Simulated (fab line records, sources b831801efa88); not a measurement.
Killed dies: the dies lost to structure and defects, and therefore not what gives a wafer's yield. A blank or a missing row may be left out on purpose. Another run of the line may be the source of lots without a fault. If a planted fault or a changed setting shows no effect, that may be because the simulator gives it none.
Which tool is to blame? ; flow sfq line ; at 1 step of a route of 325, 14 lots with 42 wafers sampled

## WHAT THE GAUGES SHOWED, per wafer
Not one reading of a measure or inspect step in the record can be checked against a usual standard deviation.

## WHICH TOOL RAN EACH LOT (tool, then ch and the chambers of the sampled wafers, then the start)
lot;SFQ_TRILAYER_I0_VIA_ETCH_VIA_ETCH_034
L475;rie diel-02 ch 1,2, day 12 17:35
L476;rie diel-02 ch 1,2, day 13 00:47
L477;rie diel-04 ch 0,1,3, day 13 08:25
L478;rie diel-02 ch 0,1,2, day 13 13:11
L479;rie diel-04 ch 2,3, day 13 20:23
L480;rie diel-02 ch 0,3, day 14 09:14
L486;rie diel-01 ch 0,3, day 17 13:52
L487;rie diel-01 ch 0,1,3, day 17 17:28
L490;rie diel-02 ch 0,1, day 18 10:16
L492;rie diel-02 ch 0,1, day 18 23:28
L493;rie diel-04 ch 1,2,3, day 19 10:16
L494;rie diel-01 ch 1,2,3, day 19 18:40
L495;rie diel-04 ch 1,2,3, day 19 23:28
L497;rie diel-04 ch 1,2,3, day 20 18:40
- SFQ_TRILAYER_I0_VIA_ETCH_VIA_ETCH_034: etches SiO2 in CHF3, stops on Nb, target depth 260 nm.

## AS READ BY THE TOOLS THEMSELVES (means over the sampled wafers that have a number; for cases with no such wafer, the mark the record gives instead)
SFQ_TRILAYER_I0_VIA_ETCH_VIA_ETCH_034. Usual: drypump motor current A 5.81 A, standard deviation 0.29; oes product au 0.856 a.u., standard deviation 0.005; rf fwd power W 498.5 W, standard deviation 1.5.
lot;tool;drypump motor current A (A);oes product au (a.u.);rf fwd power W (W);flag
L475;rie diel-02;5.73;0.858;498.5;
L476;rie diel-02;5.74;0.857;497.7;
L477;rie diel-04;5.81;0.854;498.4;
L478;rie diel-02;5.63;0.865;417.9;OFF
L479;rie diel-04;5.94;0.851;499.3;
L480;rie diel-02;6.14;0.853;417.9;OFF
L486;rie diel-01;5.92;0.854;497.5;
L487;rie diel-01;5.77;0.860;497.4;
L490;rie diel-02;5.82;0.853;497.5;
L492;rie diel-02;5.82;0.854;498.0;
L493;rie diel-04;5.99;0.851;499.6;
L494;rie diel-01;5.61;0.856;497.0;
L495;rie diel-04;5.99;0.856;498.7;
L497;rie diel-04;6.00;0.853;500.3;

## THE ANSWER, worked out from the rows above alone
Rule: a lot is off if the mean of its wafers that have a number lies more than 3 standard deviations from the usual mean. A lot without any number at a reading at which 4 lots or more have one is off too. The other lots that the step has rows for count as sound. Order of review: gauges by route order, followed by the tools' own readings, for which a lot's mean as printed above is used. The first step at which some lot is off is used, and at that step the reading that is off furthest; a lot without a number counts as furthest.
Off at SFQ_TRILAYER_I0_VIA_ETCH_VIA_ETCH_034 (rf fwd power W): L478, L480.
A tool fits if, at that step or a process step before it, it ran every lot that is off, and no sound lot after the first of them. Of those tried, none fits.

## WHAT HAD BEEN PUT IN BY THE SIMULATOR
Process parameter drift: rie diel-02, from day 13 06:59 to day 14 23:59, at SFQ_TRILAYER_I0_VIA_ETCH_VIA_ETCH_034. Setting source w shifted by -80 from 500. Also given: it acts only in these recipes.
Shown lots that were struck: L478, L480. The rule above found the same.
